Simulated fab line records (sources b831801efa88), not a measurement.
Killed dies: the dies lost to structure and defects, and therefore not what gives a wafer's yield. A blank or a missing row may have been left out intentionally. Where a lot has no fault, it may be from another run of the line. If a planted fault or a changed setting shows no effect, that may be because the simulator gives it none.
Which tool was responsible? / flow gf180mcu / 12 lots, 36 wafers sampled, at 5 steps of a route of 602

WHAT THE GAUGES SHOWED, per wafer
GF_NWELL_TW_MEAS_11. Usual: for NWELL_TW the level is 1599 and the standard deviation is 15.
lot=L704; measured=day 3 07:59; on=film_metro-01; NWELL_TW=1612 1602 1606; flag=
lot=L705; measured=day 3 15:31; on=film_metro-03; NWELL_TW=1612 1608 1616; flag=
lot=L706; measured=day 3 20:23; on=film_metro-03; NWELL_TW=1626 1611 1619; flag=
lot=L708; measured=day 4 06:56; on=film_metro-03; NWELL_TW=1610 1614 1623; flag=
lot=L711; measured=day 4 22:19; on=film_metro-01; NWELL_TW=1594 1598 1593; flag=
lot=L712; measured=day 5 05:04; on=film_metro-03; NWELL_TW=1609 1601 1600; flag=
lot=L713; measured=day 5 10:07; on=film_metro-03; NWELL_TW=1612 1606 1600; flag=
lot=L715; measured=day 5 21:13; on=film_metro-03; NWELL_TW=1927 1934 1934; flag=OFF
lot=L716; measured=day 6 02:17; on=film_metro-01; NWELL_TW=1923 1924 1917; flag=OFF
lot=L724; measured=day 7 20:55; on=film_metro-01; NWELL_TW=1601 1597 1604; flag=
lot=L725; measured=day 8 03:07; on=film_metro-01; NWELL_TW=1599 1604 1585; flag=
lot=L726; measured=day 8 08:43; on=film_metro-01; NWELL_TW=1602 1599 1605; flag=

GF_VT_IMPLANT_RS_MEAS_47: uses a four-point probe to measure. Usual: for NWELL_RS the level is 487.8 ohm/sq and the standard deviation is 1.2.
lot=L704; measured=day 7 14:32; on=film_metro-04; NWELL_RS (ohm/sq)=487.4 488.5 487.8; flag=
lot=L705; measured=day 8 00:41; on=film_metro-03; NWELL_RS (ohm/sq)=489.4 489.8 488.9; flag=
lot=L706; measured=day 8 06:22; on=film_metro-04; NWELL_RS (ohm/sq)=486.0 487.9 486.3; flag=
lot=L708; measured=day 8 19:16; on=film_metro-01; NWELL_RS (ohm/sq)=487.5 487.4 488.4; flag=
lot=L711; measured=day 9 14:00; on=film_metro-04; NWELL_RS (ohm/sq)=489.4 488.1 487.9; flag=
lot=L712; measured=day 9 19:17; on=film_metro-01; NWELL_RS (ohm/sq)=489.8 488.9 489.2; flag=
lot=L713; measured=day 10 03:26; on=film_metro-03; NWELL_RS (ohm/sq)=486.3 487.5 487.9; flag=
lot=L715; measured=day 10 17:21; on=film_metro-01; NWELL_RS (ohm/sq)=312.4 311.7 312.1; flag=OFF
lot=L716; measured=day 10 22:13; on=film_metro-04; NWELL_RS (ohm/sq)=311.7 311.3 311.4; flag=OFF
lot=L724; measured=day 13 00:36; on=film_metro-04; NWELL_RS (ohm/sq)=489.0 488.8 488.6; flag=
lot=L725; measured=day 13 09:42; on=film_metro-01; NWELL_RS (ohm/sq)=487.2 488.1 488.0; flag=
lot=L726; measured=day 14 02:18; on=film_metro-04; NWELL_RS (ohm/sq)=487.2 487.5 487.4; flag=

GF_V1_THK_MEAS_03. Usual: for V1_CVD_02_THK the level is 847 nm and the standard deviation is 10.
lot=L704; measured=day 17 05:20; on=film_metro-02; V1_CVD_02_THK (nm)=847 865 858; flag=
lot=L705; measured=day 17 17:35; on=film_metro-01; V1_CVD_02_THK (nm)=850 840 848; flag=
lot=L706; measured=day 17 23:14; on=film_metro-02; V1_CVD_02_THK (nm)=863 866 853; flag=
lot=L708; measured=day 19 02:24; on=film_metro-01; V1_CVD_02_THK (nm)=827 828 839; flag=
lot=L711; measured=day 20 06:41; on=film_metro-04; V1_CVD_02_THK (nm)=839 844 859; flag=
lot=L712; measured=day 20 06:44; on=film_metro-02; V1_CVD_02_THK (nm)=846 853 843; flag=
lot=L713; measured=day 21 00:50; on=film_metro-04; V1_CVD_02_THK (nm)=839 831 844; flag=
lot=L715; measured=day 21 17:56; on=film_metro-02; V1_CVD_02_THK (nm)=827 846 861; flag=
lot=L716; measured=day 21 21:55; on=film_metro-01; V1_CVD_02_THK (nm)=839 844 852; flag=
lot=L724; measured=day 24 10:41; on=film_metro-04; V1_CVD_02_THK (nm)=834 855 849; flag=
lot=L725; measured=day 24 16:55; on=film_metro-02; V1_CVD_02_THK (nm)=834 860 855; flag=
lot=L726; measured=day 25 11:53; on=film_metro-02; V1_CVD_02_THK (nm)=843 843 855; flag=

WHICH TOOL RAN EACH LOT (tool, then ch and the chambers of the sampled wafers, then the start)
lot=L704; GF_NWELL_IMPLANT_09=implanter-03 ch 0, day 3 07:46; GF_M1_STRIP_17=plasma_asher-04 ch 0,1, day 17 04:37
lot=L705; GF_NWELL_IMPLANT_09=implanter-03 ch 0, day 3 15:16; GF_M1_STRIP_17=plasma_asher-01 ch 0,1, day 17 16:50
lot=L706; GF_NWELL_IMPLANT_09=implanter-04 ch 0, day 3 20:08; GF_M1_STRIP_17=plasma_asher-03 ch 0,1, day 17 22:29
lot=L708; GF_NWELL_IMPLANT_09=implanter-04 ch 0, day 4 06:41; GF_M1_STRIP_17=plasma_asher-03 ch 0,1, day 19 01:39
lot=L711; GF_NWELL_IMPLANT_09=implanter-04 ch 0, day 4 22:04; GF_M1_STRIP_17=plasma_asher-04 ch 0,1, day 20 05:57
lot=L712; GF_NWELL_IMPLANT_09=implanter-03 ch 0, day 5 04:49; GF_M1_STRIP_17=plasma_asher-01 ch 0,1, day 20 06:00
lot=L713; GF_NWELL_IMPLANT_09=implanter-03 ch 0, day 5 09:52; GF_M1_STRIP_17=plasma_asher-04 ch 0,1, day 21 00:05
lot=L715; GF_NWELL_IMPLANT_09=implanter-04 ch 0, day 5 20:58; GF_M1_STRIP_17=plasma_asher-01 ch 0,1, day 21 17:12
lot=L716; GF_NWELL_IMPLANT_09=implanter-04 ch 0, day 6 02:05; GF_M1_STRIP_17=plasma_asher-03 ch 0,1, day 21 21:11
lot=L724; GF_NWELL_IMPLANT_09=implanter-01 ch 0, day 7 20:40; GF_M1_STRIP_17=plasma_asher-01 ch 0,1, day 24 09:56
lot=L725; GF_NWELL_IMPLANT_09=implanter-01 ch 0, day 8 02:52; GF_M1_STRIP_17=plasma_asher-01 ch 0,1, day 24 16:08
lot=L726; GF_NWELL_IMPLANT_09=implanter-01 ch 0, day 8 08:28; GF_M1_STRIP_17=plasma_asher-03 ch 0,1, day 25 11:09
- GF_NWELL_IMPLANT_09
- GF_M1_STRIP_17: strips in O2/N2.

WHAT THE TOOLS THEMSELVES READ (means of the sampled wafers that have a number; where no wafer has one, the mark that the record gives instead)
GF_NWELL_IMPLANT_09. Usual: dose_ions_cm2 4e+12, standard deviation 4.7e+09; faraday_current_uA 22.6, standard deviation 0.48.
lot=L704 tool=implanter-03 dose_ions_cm2=4e+12 faraday_current_uA=22.5 flag=
lot=L705 tool=implanter-03 dose_ions_cm2=4e+12 faraday_current_uA=22.4 flag=
lot=L706 tool=implanter-04 dose_ions_cm2=4e+12 faraday_current_uA=22.5 flag=
lot=L708 tool=implanter-04 dose_ions_cm2=4e+12 faraday_current_uA=23.1 flag=
lot=L711 tool=implanter-04 dose_ions_cm2=4e+12 faraday_current_uA=22.7 flag=
lot=L712 tool=implanter-03 dose_ions_cm2=4e+12 faraday_current_uA=22.6 flag=
lot=L713 tool=implanter-03 dose_ions_cm2=4e+12 faraday_current_uA=22.2 flag=
lot=L715 tool=implanter-04 dose_ions_cm2=3e+13 faraday_current_uA=147.6 flag=OFF
lot=L716 tool=implanter-04 dose_ions_cm2=3e+13 faraday_current_uA=144.7 flag=OFF
lot=L724 tool=implanter-01 dose_ions_cm2=4e+12 faraday_current_uA=22.5 flag=
lot=L725 tool=implanter-01 dose_ions_cm2=4e+12 faraday_current_uA=22.7 flag=
lot=L726 tool=implanter-01 dose_ions_cm2=4e+12 faraday_current_uA=22.4 flag=

GF_M1_STRIP_17. Usual: drypump_motor_current_A 5.5 A, standard deviation 0.42; heater_power_w 328 W, standard deviation 27; oes_product_au 0.557 a.u., standard deviation 0.0048; platen_temp_c 249.99 C, standard deviation 0.17; strip_time_to_endpoint_s 7.86 s, standard deviation 0.038.
lot=L704; tool=plasma_asher-04; drypump_motor_current_A (A)=5.9; heater_power_w (W)=317; oes_product_au (a.u.)=0.560; platen_temp_c (C)=250.13; strip_time_to_endpoint_s (s)=7.88; flag=
lot=L705; tool=plasma_asher-01; drypump_motor_current_A (A)=5.5; heater_power_w (W)=309; oes_product_au (a.u.)=0.561; platen_temp_c (C)=250.05; strip_time_to_endpoint_s (s)=7.84; flag=
lot=L706; tool=plasma_asher-03; drypump_motor_current_A (A)=5.1; heater_power_w (W)=332; oes_product_au (a.u.)=0.559; platen_temp_c (C)=249.91; strip_time_to_endpoint_s (s)=7.86; flag=
lot=L708; tool=plasma_asher-03; drypump_motor_current_A (A)=5.5; heater_power_w (W)=329; oes_product_au (a.u.)=0.556; platen_temp_c (C)=249.92; strip_time_to_endpoint_s (s)=7.81; flag=
lot=L711; tool=plasma_asher-04; drypump_motor_current_A (A)=5.9; heater_power_w (W)=315; oes_product_au (a.u.)=0.556; platen_temp_c (C)=250.00; strip_time_to_endpoint_s (s)=7.85; flag=
lot=L712; tool=plasma_asher-01; drypump_motor_current_A (A)=5.5; heater_power_w (W)=311; oes_product_au (a.u.)=0.557; platen_temp_c (C)=250.06; strip_time_to_endpoint_s (s)=7.86; flag=
lot=L713; tool=plasma_asher-04; drypump_motor_current_A (A)=5.9; heater_power_w (W)=315; oes_product_au (a.u.)=0.555; platen_temp_c (C)=249.92; strip_time_to_endpoint_s (s)=7.86; flag=
lot=L715; tool=plasma_asher-01; drypump_motor_current_A (A)=5.6; heater_power_w (W)=336; oes_product_au (a.u.)=0.556; platen_temp_c (C)=249.99; strip_time_to_endpoint_s (s)=7.84; flag=
lot=L716; tool=plasma_asher-03; drypump_motor_current_A (A)=5.1; heater_power_w (W)=331; oes_product_au (a.u.)=0.555; platen_temp_c (C)=250.01; strip_time_to_endpoint_s (s)=7.87; flag=
lot=L724; tool=plasma_asher-01; drypump_motor_current_A (A)=5.5; heater_power_w (W)=310; oes_product_au (a.u.)=0.561; platen_temp_c (C)=250.11; strip_time_to_endpoint_s (s)=7.90; flag=
lot=L725; tool=plasma_asher-01; drypump_motor_current_A (A)=5.5; heater_power_w (W)=309; oes_product_au (a.u.)=0.559; platen_temp_c (C)=250.11; strip_time_to_endpoint_s (s)=7.87; flag=
lot=L726; tool=plasma_asher-03; drypump_motor_current_A (A)=5.5; heater_power_w (W)=326; oes_product_au (a.u.)=0.561; platen_temp_c (C)=250.14; strip_time_to_endpoint_s (s)=7.84; flag=

THE ANSWER, worked out from the rows above alone
Rule: take the mean of a lot's wafers that have a number; if it is more than 3 standard deviations from the usual mean, the lot is off. Also off: a lot with no number at a reading for which 4 or more lots have one. Any other lot the step has rows for is counted as sound. Order of review: gauges by route order, followed by the tools' own readings, for which a lot's mean as printed above is used. The first step at which some lot is off is used, and at that step the reading that is off furthest; a lot without a number counts as furthest.
Off: at GF_NWELL_TW_MEAS_11 (NWELL_TW), L715, L716.
If a tool, at a process step before that reading, ran all the lots that are off and no sound lot after the first of them, it fits. The gauges at GF_NWELL_TW_MEAS_11 aren't tried: what is off there is off at GF_NWELL_IMPLANT_09 too, on other tools, and a gauge's error can't cause that. One candidate fits, namely implanter-04 at GF_NWELL_IMPLANT_09. A fault onset in the window from L711 (day 4 22:04, its last sound lot) to L715 (day 5 20:58, its first lot off) fits.
The tool's own readings at GF_NWELL_IMPLANT_09 bear it out: on the lots that are off they differ by more than 5 times the standard deviation of the sound lots' means. dose_ions_cm2 reads 3e+13 there against 4e+12 on the sound lots; faraday_current_uA reads 146.1 there against 22.6 on the sound lots.

WHAT THE SIMULATOR PUT IN
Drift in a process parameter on implanter-04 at GF_NWELL_IMPLANT_09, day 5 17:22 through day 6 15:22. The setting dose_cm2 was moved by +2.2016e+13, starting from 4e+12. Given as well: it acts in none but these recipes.
Lots struck among those shown: L715, L716. The rule above reached the same finding.
